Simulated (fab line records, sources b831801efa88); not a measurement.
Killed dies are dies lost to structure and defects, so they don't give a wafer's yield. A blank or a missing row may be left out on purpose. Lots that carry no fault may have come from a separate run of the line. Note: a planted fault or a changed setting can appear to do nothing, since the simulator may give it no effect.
fab line records    flow sky130
[record] lots = 7  wafers = 21  lastDay = 50
route steps=708 shown METAL2@503 VIA2@507 PAD_OPEN@708
lots that met no fault: taken from a fault-free run of the same line
startH: hours from the record's opening day to when the first of the lot's shown wafers began    waitH: hours since the lot's step before    " unchanged from the row above    L1.1+2: a single row standing in for several wafers    - either no value or no given start    * or withheld: withheld    < > ~ a bound
route shown NAME@n: names a module that has steps shown in the file, with the first one's number in the route    usual: mean/standard deviation taken from wafers without a fault    same: alike in all rows    chamber/n: place in a boat    sites: the reading at each site    _std_site: the values' standard deviation    _edge_site: the outer-site mean with the inner-site mean subtracted    radiusMm: for every site, how far away it sits from the centre of the wafer    mask NAME#n: copy n    behind: tool/chamber where the wafer was last shaped    hold: why the lot went on hold/how many hours it stayed there/how the hold came to an end    device: the n, p or np transistor that did not switch    end of line: the same wafers' tests at the end of the route    for a step that has no rows: nothing shown but its recipe    killed: the dies lost at the first sort to structure and to defects; this is not the yield of the wafer    map: a wafer's dies, marking killed ones x, the rest . and places with no die _
set.NAME: the setting the step ran with; set.NAME@STEP: the setting that earlier step ran with    model.NAME: the simulator's own value behind a step, which no gauge read
lots at selected steps of the route; one table per step, one row per wafer
services: from which hour (startH, from the record's first day; less than 0 if before it) a tool's chamber was out of use, for how many hours, and why
[[steps]]
[step SKY_METAL2_STRIP_20]
[recipe] chemistry = O2/N2  powerW = 1400  pressureMtorr = 1500  platenTempC = withheld  o2FlowSccm = 3000  n2FlowSccm = 300  overashFraction = 0.5
[usual] drypumpMotorCurrentA = 5.73/0.25  n2FlowSccm = 300.1/0.85  o2FlowSccm = 3002/8.3  oesProductAu = 0.343/0.0046  stripTimeToEndpointS = 2.691/0.027
lot.wafer  tool            chamber  startH  waitH  drypumpMotorCurrentA  n2FlowSccm  o2FlowSccm  oesProductAu  rfHoursCounterH  stripTimeToEndpointS
L908.1     plasmaAsher-01  1        842.31  0.1    5.91                  301.3       3003        0.341         10               2.689
L908.3     "               0        "       "      5.68                  300.1       3005        0.332         -                2.661
L908.4     "               1        "       "      5.93                  300.7       3002        0.344         -                2.705
L911.2     plasmaAsher-01  0        870.52  0.1    5.70                  299.3       3007        0.345         13               2.713
L911.4     "               1        "       "      5.91                  302.1       3006        0.344         -                2.720
L911.6     "               0        "       "      5.70                  299.9       3013        0.354         -                2.713
L912.2     plasmaAsher-04  0        876.07  0.1    5.73                  300.2       2991        0.340         44               2.708
L912.4     "               1        "       "      5.71                  300.2       3004        0.336         -                2.707
L912.6     "               1        "       "      5.71                  300.3       2994        0.344         -                2.712
L922.2     plasmaAsher-01  1        944.97  0.1    5.91                  297.7       3000        0.336         20               2.679
L922.3     "               0        "       "      5.72                  300.9       3002        0.349         -                2.702
L922.6     "               1        "       "      5.92                  299.3       2999        0.341         -                2.691
L923.1     plasmaAsher-02  1        949.22  0.1    6.05                  300.3       3016        0.346         79               2.703
L923.3     "               1        "       "      6.04                  300.1       2993        0.345         -                2.739
L923.4     "               0        "       "      5.28                  300.1       3002        0.345         -                2.673
L924.3     plasmaAsher-02  0        966.20  0.1    5.27                  300.2       3012        0.351         -                2.739
L924.4     "               1        "       "      6.09                  300.0       3015        0.347         -                2.707
L924.5     "               1        "       "      6.09                  300.2       3014        0.339         -                2.657
L926.1     plasmaAsher-02  0        984.57  0.1    5.28                  300.9       3011        0.341         83               2.704
L926.3     "               1        "       "      6.05                  299.9       3004        0.355         -                2.696
L926.4     "               0        "       "      5.27                  300.1       3007        0.342         -                2.647
[step SKY_METAL2_STRIP_21]
[recipe] chemistry = postEtchResidueRemover  timeS = 1200  tempC = 72.5
[step SKY_METAL2_CLEAN_22]
[recipe] chemistry = IPA  timeS = 180  tempC = 25
[step SKY_METAL2_CLEAN_23]
[recipe] chemistry = O3/DIW  dry = n2Spin
[step SKY_VIA2_HDPCVD_00]
[recipe] material = SiO2  targetThkNm = 1180  sigmaOpenFrac = 0.3  timeS = 196.7  tempC = 400  sih4FlowSccm = 60  pressureMtorr = 6
[step SKY_VIA2_THK_MEAS_01]
[recipe] reads = SiO2_of_VIA2_HDPCVD_00
[usual] VIA2_HDPCVD_THK = 1174/11
lot.wafer  tool          chamber  startH  waitH  VIA2_HDPCVD_THK[nm]
L908.1     filmMetro-02  -        843.03  0.1    1164
L908.3     "             -        "       "      1168
L908.4     "             -        "       "      1169
L911.2     filmMetro-01  -        871.31  0.1    1173
L911.4     "             -        "       "      1171
L911.6     "             -        "       "      1155
L912.2     filmMetro-01  -        876.86  0.1    1166
L912.4     "             -        "       "      1189
L912.6     "             -        "       "      1174
L922.2     filmMetro-04  -        945.76  0.1    1146
L922.3     "             -        "       "      1159
L922.6     "             -        "       "      1179
L923.1     filmMetro-04  -        949.93  0.1    1179
L923.3     "             -        "       "      1194
L923.4     "             -        "       "      1173
L924.3     filmMetro-01  -        966.93  0.1    1205
L924.4     "             -        "       "      1194
L924.5     "             -        "       "      1191
L926.1     filmMetro-02  -        985.29  0.1    1170
L926.3     "             -        "       "      1166
L926.4     "             -        "       "      1171
[step SKY_VIA2_CMP_02]
[recipe] material = SiO2  downForcePsi = 4  platenRpm = 60  padVelocityMS = 0.94248
[usual] motorCurrentA = 12.1/0.83  slurryFlowMlMin = 149.9/0.47
lot.wafer  tool    chamber  startH  waitH  motorCurrentA  slurryFlowMlMin
L908.4     cmp-02  3        843.14  0.1    12.2           149.4
L908.1     "       0        "       "      11.5           150.1
L908.3     "       1        "       "      11.9           149.4
L911.4     cmp-02  0        871.36  0.0    11.8           150.4
L911.2     "       3        "       "      12.3           150.5
L911.6     "       1        "       "      11.5           150.7
L912.2     cmp-02  1        877.01  0.1    11.9           149.2
L912.4     "       2        "       "      13.5           149.6
L912.6     "       0        "       "      12.0           149.5
L922.2     cmp-02  1        945.86  0.1    11.4           149.6
L922.3     "       3        "       "      11.6           149.5
L922.6     "       0        "       "      12.5           150.5
L923.3     cmp-01  2        950.16  0.2    11.5           149.7
L923.1     "       0        "       "      11.6           150.1
L923.4     "       1        "       "      14.3           149.8
L924.4     cmp-01  2        966.98  0.0    10.5           150.1
L924.3     "       1        "       "      12.3           150.1
L924.5     "       2        "       "      11.3           150.6
L926.1     cmp-02  3        985.40  0.1    12.3           149.1
L926.4     "       0        "       "      11.9           149.6
L926.3     "       1        "       "      11.9           150.2
[step SKY_VIA2_BOW_MEAS_03]
[recipe] mode = bow
[usual] VIA2_BOW = 86/7.7
lot.wafer  tool          chamber  startH  waitH  VIA2_BOW[um]
L908.1     filmMetro-01  -        843.39  0.1    87
L908.3     "             -        "       "      90
L908.4     "             -        "       "      86
L911.2     filmMetro-02  -        871.85  0.3    89
L911.4     "             -        "       "      83
L911.6     "             -        "       "      93
L912.2     filmMetro-04  -        877.23  0.2    90
L912.4     "             -        "       "      88
L912.6     "             -        "       "      90
L922.2     filmMetro-02  -        946.13  0.2    81
L922.3     "             -        "       "      79
L922.6     "             -        "       "      68
L923.1     filmMetro-04  -        950.46  0.1    91
L923.3     "             -        "       "      88
L923.4     "             -        "       "      82
L924.3     filmMetro-02  -        967.32  0.1    79
L924.4     "             -        "       "      93
L924.5     "             -        "       "      86
L926.1     filmMetro-04  -        985.65  0.2    95
L926.3     "             -        "       "      93
L926.4     "             -        "       "      74
[step SKY_VIA2_DEHYDRATE_04]
[recipe] tempC = 200  timeS = 60
[step SKY_VIA2_HMDS_05]
[recipe] primeTimeS = 60  primeTempC = 120
[step SKY_VIA2_COAT_06]
[recipe] resist = BARC  tempC = withheld  timeS = withheld  spinRpm = 3000  resistThkNm = 60
[step SKY_VIA2_COAT_07]
[recipe] resist = KrF-thick  spinRpm = 3000  resistThkNm = 450
[step SKY_VIA2_SOFTBAKE_08]
[recipe] tempC = 100  timeS = 90  resist = KrF-thick
[usual] chillPlateTempC = 23.00/0.1  heaterPowerTotalW = 57.35/0.11  plateTempC = 100.01/0.12  runLengthS = 119.25/0.12
lot.wafer  tool           chamber  startH  waitH  chillPlateTempC  heaterPowerTotalW  plateTempC  runLengthS
L908.1     lithoTrack-02  0        855     -      23.09            57.36              99.99       119.23
L908.3     "              0        "       "      22.81            58.92              -           111.66
L908.4     "              0        "       "      23.01            59.07              -           111.37
L911.2     lithoTrack-02  0        884     -      23.00            57.27              100.13      119.62
L911.4     "              0        "       "      23.01            59.17              -           111.54
L911.6     "              0        "       "      23.10            57.37              100.13      119.29
L912.2     lithoTrack-02  0        889     -      23.16            57.40              99.96       119.15
L912.4     "              0        "       "      23.12            59.01              -           111.40
L912.6     "              0        "       "      23.06            57.45              100.12      119.21
L922.2     lithoTrack-04  0        957     -      23.14            57.41              99.98       119.18
L922.3     "              0        "       "      23.09            57.54              100.01      119.42
L922.6     "              0        "       "      23.04            57.39              100.09      119.43
L923.1     lithoTrack-02  0        961     -      22.98            57.38              100.12      119.48
L923.3     "              0        962     -      23.03            57.25              100.08      119.37
L923.4     "              0        "       "      23.00            57.53              100.22      119.19
L924.3     lithoTrack-02  0        979     -      22.91            57.18              99.99       119.36
L924.4     "              0        "       "      22.94            57.43              100.00      119.30
L924.5     "              0        "       "      22.96            57.18              100.00      119.16
L926.1     lithoTrack-01  0        997     -      22.98            57.40              100.07      119.21
L926.3     "              0        "       "      23.01            57.25              100.15      119.21
L926.4     "              0        "       "      23.19            57.44              99.91       119.44
[step SKY_VIA2_EXPOSE_09]
[recipe] maskId = VIM2  na = 0.8  sourceShape = annular  sigmaInner = 0.55  sigmaOuter = 0.85  targetCdNm = 200  doseMj = 38
[step SKY_PAD_OPEN_PROBE_99]
[usual] defectLimitedYield = 82.5/1.9  killed_at_M0_to_M3 = 44/7.2  killed_at_M4_up = 3.1/1.7  killedAtContacts = 25/5.1  killedAtFrontEnd = 14/4.6  killedAtOther = 0.3/0.59  killedDies = 86/9.6  killedOnRim = 17/4.1  killedOpen = 47/7.4  killedShort = 39/6  sort_bin_3_pad_short = 0.8/0.4  sort_bin_5_function = 10.4/1.5  sort_bin_6_memory = 6.2/1.1  sortNPass = 406/9.6  sortYieldPct = 82.5/1.9
[same] grossDies = 492  killedAtBackSide = 0  sort_bin_4_leakage[%] = 0  sort_bin_8_speed[%] = 0
lot.wafer  tool       chamber  startH   waitH  defectLimitedYield[%]  killed_at_M0_to_M3  killed_at_M4_up  killedAtContacts  killedAtFrontEnd  killedAtOther  killedDies  killedOnRim  killedOpen  killedShort  sort_bin_3_pad_short[%]  sort_bin_5_function[%]  sort_bin_6_memory[%]  sortNPass  sortYieldPct[%]
L908.1     prober-01  -        1089.60  0.1    83.9                   42                  4                22                10                1              79          15           38          41           0.4                      10.8                    4.9                   413        83.9
L908.3     prober-01  -        1089.70  0.2    83.9                   48                  3                18                10                0              79          16           43          36           1.0                      10.0                    5.1                   413        83.9
L908.4     prober-01  -        1089.75  0.2    82.3                   41                  8                23                13                2              87          16           47          40           1.4                      10.0                    6.3                   405        82.3
L911.2     prober-01  -        1112.65  0.1    80.9                   54                  3                24                13                0              94          17           45          49           1.2                      11.6                    6.3                   398        80.9
L911.4     prober-01  -        1112.75  0.2    85.8                   25                  4                23                18                0              70          12           35          35           1.0                      7.7                     5.5                   422        85.8
L911.6     prober-01  -        1112.85  0.2    83.5                   44                  1                24                12                0              81          8            45          36           0.6                      10.6                    5.3                   411        83.5
L912.2     prober-02  -        1118.00  0.1    85.2                   36                  2                26                9                 0              73          20           43          30           0.6                      8.5                     5.7                   419        85.2
L912.4     prober-02  -        1118.10  0.2    79.7                   52                  4                28                16                0              100         20           60          40           1.0                      12.2                    7.1                   392        79.7
L912.6     prober-02  -        1118.20  0.2    82.9                   45                  3                22                14                0              84          16           54          30           1.0                      11.4                    4.7                   408        82.9
L922.2     prober-02  -        1167.76  0.1    81.3                   44                  3                31                13                1              92          17           51          41           0.8                      10.2                    7.7                   400        81.3
L922.3     prober-02  -        1167.81  0.2    81.5                   52                  2                19                18                0              91          24           46          45           1.2                      9.3                     7.9                   401        81.5
L922.6     prober-02  -        1167.96  0.2    82.3                   46                  4                22                14                1              87          21           47          40           1.0                      9.1                     7.5                   405        82.3
L923.1     prober-01  -        1171.69  0.1    83.3                   43                  8                20                11                0              82          21           42          40           0.8                      8.9                     6.9                   410        83.3
L923.3     prober-01  -        1171.79  0.2    87.6                   35                  6                13                7                 0              61          9            28          33           1.0                      7.5                     3.9                   431        87.6
L923.4     prober-01  -        1171.84  0.2    83.3                   48                  4                21                9                 0              82          18           41          41           0.6                      9.1                     6.9                   410        83.3
L924.3     prober-02  -        1183.10  0.2    79.9                   41                  6                34                18                0              99          16           56          43           0.8                      11.8                    7.5                   393        79.9
L924.4     prober-02  -        1183.15  0.2    82.1                   42                  5                26                15                0              88          15           52          36           0.6                      10.4                    6.9                   404        82.1
L924.5     prober-02  -        1183.20  0.2    80.9                   51                  6                22                15                0              94          20           49          45           0.2                      10.4                    8.5                   398        80.9
L926.1     prober-01  -        1195.96  0.1    85.0                   36                  5                25                8                 0              74          16           47          27           0.6                      11.4                    3.0                   418        85.0
L926.3     prober-01  -        1196.06  0.2    82.5                   46                  4                28                8                 0              86          18           43          43           0.6                      10.0                    6.9                   406        82.5
L926.4     prober-01  -        1196.11  0.2    85.2                   32                  4                28                9                 0              73          15           35          38           1.6                      8.7                     4.5                   419        85.2
// killed by level:class
L908.1 VIA1:geometricParticle:open=9 METAL1:geometricParticle:short=9 METAL2:geometricParticle:short=8 LI_CONTACT:geometricParticle:open=6 LOCAL_INTERCONNECT:geometricParticle:short=6 VIA3:geometricParticle:open=5 FIELD_ISO:geometricParticle:open=4 CONTACT:geometricParticle:open=4
L908.3 VIA1:geometricParticle:open=10 LOCAL_INTERCONNECT:geometricParticle:short=7 VIA3:geometricParticle:open=7 VIA2:geometricParticle:open=7 CONTACT:geometricParticle:open=6 METAL3:geometricParticle:short=5 METAL2:geometricParticle:short=5 FIELD_ISO:geometricParticle:open=4
L908.4 VIA3:geometricParticle:open=11 CONTACT:geometricParticle:open=8 VIA1:geometricParticle:open=7 LOCAL_INTERCONNECT:geometricParticle:short=6 METAL4:geometricParticle:short=6 FIELD_ISO:geometricParticle:open=4 POLY_CUT:geometricParticle:open=4 LI_CONTACT:geometricParticle:open=4
L911.2 METAL1:geometricParticle:short=12 VIA3:geometricParticle:open=8 VIA1:geometricParticle:open=8 CONTACT:geometricParticle:open=7 VIA2:geometricParticle:open=6 LI_CONTACT:geometricParticle:short=5 LI_CONTACT:geometricParticle:open=5 CONTACT:geometricParticle:short=5
L911.4 CONTACT:geometricParticle:open=10 FIELD_ISO:geometricParticle:open=6 LI_CONTACT:geometricParticle:short=6 VIA1:geometricParticle:open=6 CONTACT:geometricParticle:short=5 METAL4:geometricParticle:short=4 POLY_GATE:geometricParticle:open=3 POLY_GATE:geometricParticle:short=3
L911.6 METAL2:geometricParticle:short=9 CONTACT:geometricParticle:open=9 METAL1:geometricParticle:short=9 LI_CONTACT:geometricParticle:open=8 VIA1:geometricParticle:open=6 POLY_GATE:geometricParticle:open=4 VIA2:geometricParticle:open=4 LOCAL_INTERCONNECT:geometricParticle:short=4
L912.2 CONTACT:geometricParticle:open=13 VIA1:geometricParticle:open=10 METAL2:geometricParticle:short=10 LI_CONTACT:geometricParticle:open=7 LOCAL_INTERCONNECT:geometricParticle:short=3 METAL1:geometricParticle:short=3 VIA1:geometricParticle:short=3 VIA2:geometricParticle:open=3
L912.4 VIA1:geometricParticle:open=17 CONTACT:geometricParticle:open=12 LI_CONTACT:geometricParticle:open=8 METAL1:geometricParticle:short=8 FIELD_ISO:geometricParticle:open=5 VIA1:geometricParticle:short=5 METAL2:geometricParticle:short=5 SPACER:geometricParticle:short=4
L912.6 VIA1:geometricParticle:open=15 CONTACT:geometricParticle:open=10 VIA3:geometricParticle:open=9 VIA2:geometricParticle:open=7 LI_CONTACT:geometricParticle:open=6 POLY_GATE:geometricParticle:short=5 METAL2:geometricParticle:short=5 FIELD_ISO:geometricParticle:open=4
L922.2 CONTACT:geometricParticle:open=11 LI_CONTACT:geometricParticle:open=9 VIA2:geometricParticle:open=8 CONTACT:geometricParticle:short=6 VIA1:geometricParticle:short=6 METAL2:geometricParticle:short=5 METAL1:geometricParticle:short=5 VIA1:geometricParticle:open=5
L922.3 VIA1:geometricParticle:open=17 CONTACT:geometricParticle:open=11 METAL3:geometricParticle:short=9 METAL2:geometricParticle:short=5 FIELD_ISO:geometricParticle:open=4 POLY_GATE:geometricParticle:short=4 CONTACT:geometricParticle:short=4 VIA1:geometricParticle:short=4
L922.6 VIA1:geometricParticle:open=13 LI_CONTACT:geometricParticle:open=8 VIA2:geometricParticle:open=8 VIA3:geometricParticle:open=6 METAL2:geometricParticle:short=5 VIA3:geometricParticle:short=5 FIELD_ISO:geometricParticle:open=4 CONTACT:geometricParticle:short=4
L923.1 CONTACT:geometricParticle:open=10 VIA1:geometricParticle:short=10 VIA1:geometricParticle:open=9 METAL4:geometricParticle:short=7 VIA3:geometricParticle:open=6 VIA2:geometricParticle:open=6 FIELD_ISO:geometricParticle:short=3 LI_CONTACT:geometricParticle:short=3
L923.3 VIA1:geometricParticle:open=9 VIA2:geometricParticle:open=7 METAL4:geometricParticle:short=6 POLY_GATE:geometricParticle:short=5 LI_CONTACT:geometricParticle:open=4 VIA1:geometricParticle:short=4 CONTACT:geometricParticle:open=3 VIA3:geometricParticle:short=3
L923.4 METAL1:geometricParticle:short=11 LI_CONTACT:geometricParticle:open=9 VIA2:geometricParticle:open=7 VIA3:geometricParticle:open=6 CONTACT:geometricParticle:open=6 POLY_GATE:geometricParticle:open=5 METAL2:geometricParticle:short=5 LOCAL_INTERCONNECT:geometricParticle:short=4
L924.3 CONTACT:geometricParticle:open=13 VIA1:geometricParticle:open=9 FIELD_ISO:geometricParticle:open=7 LI_CONTACT:geometricParticle:open=7 LOCAL_INTERCONNECT:geometricParticle:short=7 VIA3:geometricParticle:short=6 FIELD_ISO:geometricParticle:short=5 CONTACT:geometricParticle:short=5
L924.4 LI_CONTACT:geometricParticle:open=9 VIA1:geometricParticle:open=7 VIA2:geometricParticle:open=7 FIELD_ISO:geometricParticle:open=6 CONTACT:geometricParticle:short=5 METAL1:geometricParticle:open=5 METAL4:geometricParticle:short=5 METAL1:geometricParticle:short=4
L924.5 CONTACT:geometricParticle:open=13 VIA1:geometricParticle:open=12 VIA3:geometricParticle:open=7 FIELD_ISO:geometricParticle:short=6 METAL2:geometricParticle:short=6 VIA3:geometricParticle:short=6 CONTACT:geometricParticle:short=5 METAL1:geometricParticle:short=5
L926.1 LI_CONTACT:geometricParticle:open=13 VIA2:geometricParticle:open=7 VIA1:geometricParticle:open=7 VIA3:geometricParticle:open=6 CONTACT:geometricParticle:open=5 METAL1:geometricParticle:short=4 VIA1:geometricParticle:short=4 POLY_GATE:geometricParticle:short=3
L926.3 VIA2:geometricParticle:open=10 LI_CONTACT:geometricParticle:open=10 VIA1:geometricParticle:open=10 CONTACT:geometricParticle:open=8 VIA1:geometricParticle:short=6 METAL2:geometricParticle:short=6 LI_CONTACT:geometricParticle:short=5 VIA3:geometricParticle:short=5
L926.4 LI_CONTACT:geometricParticle:open=11 VIA1:geometricParticle:open=8 LOCAL_INTERCONNECT:geometricParticle:short=7 METAL1:geometricParticle:short=6 CONTACT:geometricParticle:short=5 VIA2:geometricParticle:open=5 VIA3:geometricParticle:open=4 METAL4:geometricParticle:short=4
[[services]]
tool            chamber  startH  hours  kind
cmp-02          -        830.64  2.1    repair
cmp-01          -        835.15  3.0    repair
cmp-02          -        852.74  4.4    repair
plasmaAsher-04  -        860.75  1.0    repair
cmp-02          -        912.04  4.0    pm
cmp-02          -        916.04  -      consumableReplace:conditioner
cmp-02          -        916.04  -      consumableReplace:pad
cmp-01          -        922.99  6.4    pm
plasmaAsher-02  -        939.47  6.1    repair
cmp-02          -        948.74  3.8    repair
plasmaAsher-04  -        983.76  3.4    repair
[[key]]
[firstSign] step = SKY_VIA2_SOFTBAKE_08  reading = runLengthS  direction = down  sigmas = 67  usual = *  struck = *
[effect] step = SKY_VIA2_SOFTBAKE_08  reading = heaterPowerTotalW  direction = up  sigmas = 16  usual = *  struck = *
metAt SKY_VIA2_SOFTBAKE_08
struckWafers L908.3,L908.4,L911.4,L912.4
[fault] kind = processParameterDrift  tool = lithoTrack-02  chamber = -  onsetH = 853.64  steps = SKY_VIA2_SOFTBAKE_08  channel = timeS  offset = *  shape = step  endH = 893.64  scope = struckWafersOnly  actsIn = *  stated = *
